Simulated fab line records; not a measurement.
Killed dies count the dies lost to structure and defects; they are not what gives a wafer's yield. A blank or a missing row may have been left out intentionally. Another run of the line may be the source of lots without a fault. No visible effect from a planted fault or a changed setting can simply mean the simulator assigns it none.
fab line records | flow sky130
[record] lots = 5 wafers = 15 lastDay = 50
route steps=708 shown METAL4@622 PAD_OPEN@708
lots that met no fault: from a run of the same line without faults
startH: the number of hours between the record's first day and the start of the first shown wafer of the lot | waitH: hours elapsed since this lot's preceding step | " unchanged from the row above | L1.1+2: a single row standing in for several wafers | - either no value or no given start | * or withheld: withheld | < > ~ a bound
route shown NAME@n: a module of which the file shows steps, and the number in the route of the first | usual: mean/standard deviation of fault-free wafers | same: alike in all rows | chamber/n: place in a boat | sites: the reading at each site | _std_site: standard deviation of those values | _edge_site: the outer-site mean with the inner-site mean subtracted | radiusMm: how far each site lies from the wafer's centre | mask NAME#n: copy n | behind: the most recent tool/chamber to have shaped the wafer | hold: the reason the lot was held/the length of the hold in hours/how it ended | device: which transistor (n, p or np) failed to switch | end of line: at the end of the route, the tests of the same wafers | a step given without rows: its recipe and nothing more | killed: not the wafer's yield, but the dies lost to structure and defects at the first sort | map: shows each die of a wafer: x if killed, . if not, _ if none is there
set.NAME: the setting the step ran with; set.NAME@STEP: the setting that earlier step ran with | model.NAME: the simulator's own value behind a step, which no gauge read
lots at selected steps of the route; one table per step, one row per wafer
services: a tool's chamber out of use, with start hour (startH, from the record's first day; less than 0 if before it), hours out, and reason
[[steps]]
[step SKY_METAL4_HMDS_06]
[recipe] primeTimeS = 60 primeTempC = 120
[step SKY_METAL4_COAT_07]
[recipe] resist = BARC tempC = withheld timeS = withheld spinRpm = 3000 resistThkNm = 60
[step SKY_METAL4_COAT_08]
[recipe] resist = KrF-thick spinRpm = 3000 resistThkNm = 1140
[step SKY_METAL4_SOFTBAKE_09]
[recipe] tempC = 100 timeS = 90 resist = KrF-thick
[step SKY_METAL4_EXPOSE_10]
[recipe] maskId = MM4 na = 0.68 sourceShape = annular sigmaInner = 0.4 sigmaOuter = 0.8 targetCdNm = 300 doseMj = 28
[step SKY_METAL4_PEB_11]
[recipe] pebTempC = withheld pebTimeS = withheld resist = KrF-thick
[step SKY_METAL4_DEVELOP_12]
[recipe] developTimeS = 60 resist = KrF-thick devTempC = 21
[step SKY_METAL4_CD_MEAS_13]
[recipe] targetCdNm = 300
[usual] cdNm = 299.5/1.6
// columns lot.wafer tool chamber startH waitH cdNm
L188.1 cdSem-02 - 1023.93 - 297.5
L188.3 " - " " 297.0
L188.5 " - " " 296.9
L191.2 cdSem-01 - 1044.79 - 300.0
L191.4 " - " " 301.8
L191.5 " - " " 299.7
L198.2 cdSem-02 - 1086.45 - 300.0
L198.3 " - " " 300.6
L198.6 " - " " 299.9
L201.2 cdSem-01 - 1109.99 - 299.8
L201.4 " - " " 299.4
L201.6 " - " " 298.5
L202.2 cdSem-01 - 1110.34 - 297.7
L202.4 " - " " 299.8
L202.5 " - " " 297.5
[step SKY_METAL4_OVL_MEAS_14]
[usual] METAL4_OVL = -3/5.9
// columns lot.wafer tool chamber startH waitH METAL4_OVL[nm]
L188.1 overlay-01 - 1024.05 0.1 -8
L188.3 " - " " -9
L188.5 " - " " -1
L191.2 overlay-01 - 1044.90 0.1 -1
L191.4 " - " " -3
L191.5 " - " " 2
L198.2 overlay-01 - 1086.56 0.1 4
L198.3 " - " " 3
L198.6 " - " " 4
L201.2 overlay-01 - 1110.09 0.1 -11
L201.4 " - " " -15
L201.6 " - " " -8
L202.2 overlay-01 - 1110.44 0.1 4
L202.4 " - " " 2
L202.5 " - " " 4
[step SKY_METAL4_DESCUM_15]
[recipe] chemistry = O2 sourcePowerW = 150 biasPowerW = 0 pressureMtorr = 10 tempC = 40 timeS = 8
[usual] drypumpMotorCurrentA = 5.8/0.42 oesProductAu = 1.000/0.01
// columns lot.wafer tool chamber startH waitH drypumpMotorCurrentA oesProductAu rfHoursCounterH
L188.1 rieMetal-02 0 1024.09 0.0 5.7 1.008 16
L188.3 " 1 " " 6.2 0.988 -
L188.5 " 1 " " 6.2 0.995 -
L191.2 rieMetal-02 1 1044.93 0.0 6.2 0.995 20
L191.4 " 0 " " 5.7 0.994 -
L191.5 " 0 " " 5.7 1.002 -
L198.2 rieMetal-01 1 1086.59 0.0 6.4 1.011 11
L198.3 " 0 " " 5.8 1.006 -
L198.6 " 1 " " 6.4 1.004 -
L201.2 rieMetal-01 0 1110.12 0.0 5.8 1.018 24
L201.4 " 0 " " 5.8 0.999 -
L201.6 " 1 " " 6.4 1.017 -
L202.2 rieMetal-04 1 1110.48 0.0 5.0 0.986 -
L202.4 " 1 " " 5.0 0.981 -
L202.5 " 1 " " 5.0 0.984 -
[step SKY_METAL4_ETCH_16]
[recipe] chemistry = N2/H2 target = BARC ionEnergyEv = 200 biasW = 100 pressureMtorr = 30 n2FlowSccm = 100 h2FlowSccm = 200 icpW = 500 stopOn = SiO2 timeS = 88.2 targetDepthA = 600
[usual] biasW = 100.00/0.26 drypumpMotorCurrentA = 5.8/0.43 n2FlowSccm = 100.1/0.31 oesProductAu = 0.625/0.0046 throttleValvePct = 13.206/0.009
// columns lot.wafer tool chamber startH waitH biasW drypumpMotorCurrentA n2FlowSccm oesProductAu rfHoursCounterH throttleValvePct
L188.1 rieMetal-02 0 1024.12 0.0 99.80 5.7 100.2 0.619 16 13.206
L188.3 " 1 " " 100.20 6.2 100.0 0.625 - 13.210
L188.5 " 1 " " 100.10 6.2 99.9 0.625 - 13.186
L191.2 rieMetal-02 1 1044.96 0.0 99.84 6.2 99.8 0.626 20 13.205
L191.4 " 0 " " 99.87 5.7 100.2 0.629 - 13.221
L191.5 " 0 " " 100.21 5.7 100.6 0.624 - 13.191
L198.2 rieMetal-01 1 1086.62 0.0 99.90 6.4 100.1 0.627 11 13.206
L198.3 " 0 " " 99.88 5.8 100.0 0.625 - 13.211
L198.6 " 1 " " 100.14 6.5 100.1 0.636 - 13.192
L201.2 rieMetal-01 0 1110.16 0.0 100.14 5.8 100.3 0.616 24 13.218
L201.4 " 0 " " 99.76 5.8 100.3 0.623 - 13.215
L201.6 " 1 " " 100.04 6.4 99.7 0.622 - 13.214
L202.2 rieMetal-04 1 1110.57 0.1 99.94 5.0 99.7 0.617 - 13.199
L202.4 " 1 " " 99.85 5.0 100.2 0.623 - 13.197
L202.5 " 1 " " 99.91 5.0 99.3 0.624 - 13.214
[step SKY_METAL4_ETCH_17]
[recipe] target = SiO2 stopOn = TiN chemistry = C4F8/O2/Ar sourceW = 1500 biasW = 1200 pressureMtorr = 40 c4f8FlowSccm = withheld O2_flow_sccm = 6 Ar_flow_sccm = 300 timeS = 3.9 targetDepthA = 150
[usual] biasW = 1200/3.7 oesProductAu = 0.754/0.0071
// columns lot.wafer tool chamber startH waitH biasW oesProductAu rfHoursCounterH
L188.1 rieDiel-01 2 1024.22 0.1 1198 0.756 21
L188.3 " 0 " " 1199 0.750 9
L188.5 " 0 " " 1202 0.750 -
L191.2 rieDiel-04 1 1045.06 0.1 1197 0.753 7
L191.4 " 3 " " 1205 0.742 -
L191.5 " 1 " " 1200 0.754 -
L198.2 rieDiel-04 3 1086.72 0.1 1200 0.757 13
L198.3 " 2 " " 1205 0.755 7
L198.6 " 0 " " 1198 0.746 -
L201.2 rieDiel-04 3 1110.25 0.1 1196 0.772 14
L201.4 " 1 " " 1209 0.767 9
L201.6 " 1 " " 1207 0.761 -
L202.2 rieDiel-02 0 1110.73 0.1 1199 0.749 24
L202.4 " 2 " " 1202 0.754 12
L202.5 " 0 " " 1202 0.744 -
[step SKY_METAL4_METAL_ETCH_18]
[recipe] targetDepthA = 8450 stopOn = SiO2 overEtchFrac = 0.3 timeS = 183.1 chemistry = Cl2/BCl3 resistSidewallDeg = 88 pressureMtorr = 10 icpW = 900 biasW = 48.5 Cl2_flow_sccm = 60 bcl3FlowSccm = 30
[usual] biasW = 48.54/0.15 drypumpMotorCurrentA = 5.7/0.49 oesProductAu = 0.866/0.0061 throttleValvePct = 22.264/0.0085
// columns lot.wafer tool chamber startH waitH biasW drypumpMotorCurrentA oesProductAu rfHoursCounterH throttleValvePct model.KrF-thick_of_METAL4_COAT_08.thkNm model.METAL4.cdNm model.SiO2_of_VIA3_HDPCVD_00.thkNm
L188.1 rieMetal-01 0 1024.24 0.0 48.41 5.8 0.860 18 22.272 522 307.5 434.9
L188.3 " 0 " " 48.24 5.8 0.862 - 22.256 523.3 302.6 435.9
L188.5 " 0 " " 48.39 5.8 0.864 - 22.250 515.4 308.8 435.2
L191.2 rieMetal-04 0 1045.08 0.0 48.58 5.5 0.866 26 22.265 527.3 294.7 437.2
L191.4 " 0 " " 48.41 5.5 0.867 - 22.249 534 297.1 437
L191.5 " 0 " " 48.42 5.5 0.866 - 22.269 524.6 292.7 437.2
L198.2 rieMetal-04 1 1086.74 0.0 48.68 5.0 0.865 7 22.274 540 289.5 435.7
L198.3 " 1 " " 48.67 5.0 0.863 - 22.272 543.5 287.4 435.6
L198.6 " 0 " " 48.79 5.5 0.857 - 22.262 521.7 296.2 435.1
L201.2 rieMetal-02 0 1110.27 0.0 48.45 5.7 0.872 21 22.266 525 304.1 436.6
L201.4 " 1 " " 48.42 6.2 0.872 - 22.270 522.7 298 436
L201.6 " 0 " " 48.37 5.7 0.864 - 22.259 524.4 304.9 437.1
L202.2 rieMetal-01 1 1110.75 0.0 48.34 6.4 0.871 14 22.281 627.7 310.7 438.7
L202.4 " 0 " " 48.52 5.8 0.858 - 22.245 527.3 309.4 435.7
L202.5 " 0 " " 48.67 5.8 0.873 - 22.257 529.3 308.8 434.7
[step SKY_METAL4_STRIP_19]
[recipe] chemistry = O2/N2 powerW = 1400 pressureMtorr = 1500 platenTempC = withheld o2FlowSccm = 3000 n2FlowSccm = 300 overashFraction = 0.5
[usual] drypumpMotorCurrentA = 5.7/0.37 n2FlowSccm = 300.0/0.91 oesProductAu = 0.501/0.0062 stripTimeToEndpointS = 6.51/0.086
// columns lot.wafer tool chamber startH waitH drypumpMotorCurrentA n2FlowSccm oesProductAu rfHoursCounterH stripTimeToEndpointS
L188.1 plasmaAsher-03 1 1024.41 0.1 5.7 300.6 0.499 90 6.49
L188.3 " 1 " " 5.7 299.6 0.504 - 6.48
L188.5 " 0 " " 5.7 300.0 0.495 - 6.39
L191.2 plasmaAsher-04 1 1045.25 0.1 5.3 299.5 0.507 62 6.53
L191.4 " 1 " " 5.3 299.8 0.511 - 6.60
L191.5 " 1 " " 5.2 299.5 0.508 - 6.49
L198.2 plasmaAsher-02 0 1086.91 0.1 6.1 300.9 0.506 3 6.66
L198.3 " 1 " " 5.5 299.2 0.504 - 6.71
L198.6 " 1 " " 5.5 300.2 0.502 - 6.48
L201.2 plasmaAsher-04 0 1110.45 0.1 6.1 301.4 0.505 66 6.52
L201.4 " 1 " " 5.1 298.1 0.496 - 6.49
L201.6 " 0 " " 6.1 299.7 0.506 - 6.49
L202.2 plasmaAsher-04 1 1110.93 0.1 5.2 299.5 0.551 66 7.53
L202.4 " 1 " " 5.2 300.9 0.502 - 6.53
L202.5 " 0 " " 6.1 300.3 0.498 - 6.56
[step SKY_METAL4_STRIP_20]
[recipe] chemistry = postEtchResidueRemover timeS = 1200 tempC = 72.5
[step SKY_PAD_OPEN_PROBE_99]
// columns lot.wafer tool chamber startH waitH model.etest.met4.widthNm model.etest.met4Comb.leakLog10AUm model.etest.met4.lineOhmUm
L188.1 prober-02 - 1113.62 0.1 307.5 -11.72 0.1404
L188.3 prober-02 - 1113.72 0.2 302.4 -11.99 0.1442
L188.5 prober-02 - 1113.82 0.2 306.8 -12.07 0.1415
L191.2 prober-01 - 1132.90 0.1 294.2 -11.9 0.1448
L191.4 prober-01 - 1133.00 0.2 297.3 -12.22 0.1441
L191.5 prober-01 - 1133.05 0.2 294.7 -11.93 0.1464
L198.2 prober-01 - 1166.54 0.1 286.7 -11.95 0.1473
L198.3 prober-01 - 1166.59 0.2 291.9 -11.84 0.1471
L198.6 prober-01 - 1166.74 0.2 296.4 -12.24 0.1447
L201.2 prober-02 - 1186.70 0.1 303.2 -12.01 0.1382
L201.4 prober-02 - 1186.80 0.2 294.5 -12.14 0.1418
L201.6 prober-02 - 1186.90 0.2 305.6 -11.95 0.1377
L202.2 prober-01 - 1188.20 0.1 308.1 -9.87 0.1385
L202.4 prober-01 - 1188.30 0.2 307.9 -11.98 0.1401
L202.5 prober-01 - 1188.35 0.2 309.1 -12.11 0.1368
// killed by level:class
L188.1 VIA3:geometricParticle:open=7 LI_CONTACT:geometricParticle:open=6 VIA1:geometricParticle:open=6 CONTACT:geometricParticle:open=5 METAL2:geometricParticle:short=4 CONTACT:geometricParticle:short=4 VIA2:geometricParticle:short=4 VIA3:geometricParticle:short=4
L188.3 VIA1:geometricParticle:open=11 VIA2:geometricParticle:open=9 FIELD_ISO:geometricParticle:short=8 FIELD_ISO:geometricParticle:open=6 CONTACT:geometricParticle:open=6 LI_CONTACT:geometricParticle:open=5 VIA1:geometricParticle:short=5 VIA3:geometricParticle:open=5
L188.5 LI_CONTACT:geometricParticle:open=10 VIA2:geometricParticle:open=9 VIA1:geometricParticle:short=8 VIA3:geometricParticle:open=6 CONTACT:geometricParticle:open=6 LOCAL_INTERCONNECT:geometricParticle:short=5 VIA1:geometricParticle:open=5 POLY_GATE:geometricParticle:open=4
L191.2 CONTACT:geometricParticle:open=9 LI_CONTACT:geometricParticle:open=7 METAL1:geometricParticle:short=7 VIA1:geometricParticle:open=6 METAL2:geometricParticle:short=5 VIA1:geometricParticle:short=4 VIA3:geometricParticle:open=4 FIELD_ISO:geometricParticle:short=3
L191.4 CONTACT:geometricParticle:open=9 LI_CONTACT:geometricParticle:open=8 VIA3:geometricParticle:open=8 VIA1:geometricParticle:open=7 CONTACT:geometricParticle:short=6 VIA2:geometricParticle:open=5 METAL1:geometricParticle:short=5 POLY_GATE:geometricParticle:open=3
L191.5 LI_CONTACT:geometricParticle:open=17 CONTACT:geometricParticle:open=13 VIA1:geometricParticle:open=10 VIA3:geometricParticle:open=8 FIELD_ISO:geometricParticle:short=6 FIELD_ISO:geometricParticle:open=4 LOCAL_INTERCONNECT:geometricParticle:short=4 POLY_GATE:geometricParticle:open=3
L198.2 CONTACT:geometricParticle:open=8 VIA1:geometricParticle:open=8 VIA3:geometricParticle:open=7 LI_CONTACT:geometricParticle:open=7 CONTACT:geometricParticle:short=5 VIA2:geometricParticle:open=5 METAL1:geometricParticle:short=3 POLY_GATE:geometricParticle:short=3
L198.3 VIA1:geometricParticle:open=13 CONTACT:geometricParticle:open=8 METAL2:geometricParticle:short=6 VIA2:geometricParticle:open=6 LOCAL_INTERCONNECT:geometricParticle:short=5 CONTACT:geometricParticle:short=5 POLY_CUT:geometricParticle:open=4 METAL1:geometricParticle:short=4
L198.6 LOCAL_INTERCONNECT:geometricParticle:short=11 CONTACT:geometricParticle:open=9 LI_CONTACT:geometricParticle:open=7 CONTACT:geometricParticle:short=7 VIA3:geometricParticle:open=7 POLY_GATE:geometricParticle:short=6 VIA1:geometricParticle:open=6 VIA2:geometricParticle:open=6
L201.2 VIA2:geometricParticle:open=12 LI_CONTACT:geometricParticle:open=7 CONTACT:geometricParticle:short=7 METAL1:geometricParticle:short=7 VIA3:geometricParticle:open=6 FIELD_ISO:geometricParticle:open=5 LOCAL_INTERCONNECT:geometricParticle:short=5 FIELD_ISO:geometricParticle:short=4
L201.4 CONTACT:geometricParticle:open=8 VIA1:geometricParticle:open=8 LI_CONTACT:geometricParticle:open=7 METAL1:geometricParticle:short=7 VIA2:geometricParticle:open=6 FIELD_ISO:geometricParticle:short=5 FIELD_ISO:geometricParticle:open=5 CONTACT:geometricParticle:short=4
L201.6 VIA2:geometricParticle:open=8 LI_CONTACT:geometricParticle:open=7 CONTACT:geometricParticle:short=7 VIA1:geometricParticle:open=6 CONTACT:geometricParticle:open=5 VIA3:geometricParticle:short=5 LOCAL_INTERCONNECT:geometricParticle:short=4 VIA1:geometricParticle:short=4
[[services]]
// columns tool chamber startH hours kind
rieDiel-04 - 1003.66 9.8 repair
rieDiel-02 3 1005.23 8.1 repair
rieDiel-02 0 1007.88 15.0 repair
rieDiel-02 - 1025.26 15.6 pm
rieMetal-04 1 1025.74 13.0 repair
rieDiel-04 2 1030.12 45.6 repair
rieDiel-01 3 1033.27 - clean
rieDiel-01 3 1033.27 20.6 scheduledDown
rieDiel-01 3 1033.27 20.6 ventCycle
rieDiel-01 1 1035.15 4.9 repair
rieDiel-02 0 1041.17 2.9 repair
plasmaAsher-02 - 1055.25 9.0 pm
plasmaAsher-02 0 1055.25 9.0 ventCycle
plasmaAsher-02 1 1055.25 9.0 ventCycle
plasmaAsher-04 - 1063.70 28.1 pm
plasmaAsher-02 0 1064.25 - clean
plasmaAsher-02 1 1064.25 - clean
rieDiel-01 3 1078.31 10.2 repair
rieDiel-04 - 1078.52 2.8 pm
rieDiel-04 1 1093.12 6.5 repair
plasmaAsher-03 - 1098.16 1.7 repair
plasmaAsher-04 - 1105.90 0.8 repair
rieMetal-04 0 1108.49 13.5 repair
[[key]]
[firstSign] step = SKY_METAL4_STRIP_19 reading = stripTimeToEndpointS direction = up sigmas = 12 usual = * struck = *
[effect] step = SKY_METAL4_STRIP_19 reading = oesProductAu direction = up sigmas = 8.2 usual = 0.501 struck = 0.551
[modelEffect] step = SKY_METAL4_METAL_ETCH_18 value = KrF-thick_of_METAL4_COAT_08.thkNm without = 522.9 struck = 627.7
[modelEffect] step = SKY_PAD_OPEN_PROBE_99 value = etest.met4.widthNm without = 296.8 struck = 308.1
metAt SKY_METAL4_METAL_ETCH_18
struckWafers L202.2
sortLeftOut L202.2
onsetBetween 1024.24 1110.75
[fault] kind = processParameterDrift tool = rieMetal-01 chamber = - onsetH = 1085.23 steps = SKY_METAL4_METAL_ETCH_18 channel = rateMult offset = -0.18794 shape = step endH = 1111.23 scope = struckWafersOnly
// sortLeftOut: the simulated sort isn't trusted on such a fault, so these wafers' sort isn't shown, and their yield isn't known
